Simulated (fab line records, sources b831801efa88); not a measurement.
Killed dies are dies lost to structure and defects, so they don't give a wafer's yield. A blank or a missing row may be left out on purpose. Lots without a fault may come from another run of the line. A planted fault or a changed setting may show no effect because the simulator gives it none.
Which tool did it? | flow gf180mcu | 6 lots, 18 wafers sampled, at 1 step of a route of 602

WHAT THE GAUGES READ, wafer by wafer
GF_M5_CD_MEAS_07: target cd 280 nm.
lot  | measured     | on        | cd_nm (nm)
L983 | day 27 12:26 | cd_sem-02 | 279.7 279.2 278.9
L985 | day 28 05:49 | cd_sem-01 | 281.8 280.3 281.5
L989 | day 29 11:52 | cd_sem-01 | 282.3 280.3 281.0
L991 | day 29 21:26 | cd_sem-01 | 280.7 279.7 280.0
L994 | day 30 14:19 | cd_sem-01 | 281.1 280.3 281.2
L999 | day 31 20:46 | cd_sem-02 | 277.2 277.8 278.3

WHICH TOOL RAN EACH LOT (tool, then ch and the chambers of the sampled wafers, then the start)
The record holds no process step before these readings.

THE ANSWER, worked out from the rows above alone
Rule: what is usual is taken from the lots themselves. Put in order of their means at a reading, lots are off if they are a third of the lots or fewer, leave a main group of 4 or more, and stand apart from it by a gap of 3 or more times the standard deviation of the main group's means; of several such gaps the widest counts. A main group whose means are all the same, to the digits that the tables above print for the reading, isn't used. A lot without any number at a reading at which 4 lots or more have one is off too. The other lots that the step has rows for count as sound.
No lot is off at any reading shown: from this, nothing can be told.

WHAT THE SIMULATOR HAD PUT IN
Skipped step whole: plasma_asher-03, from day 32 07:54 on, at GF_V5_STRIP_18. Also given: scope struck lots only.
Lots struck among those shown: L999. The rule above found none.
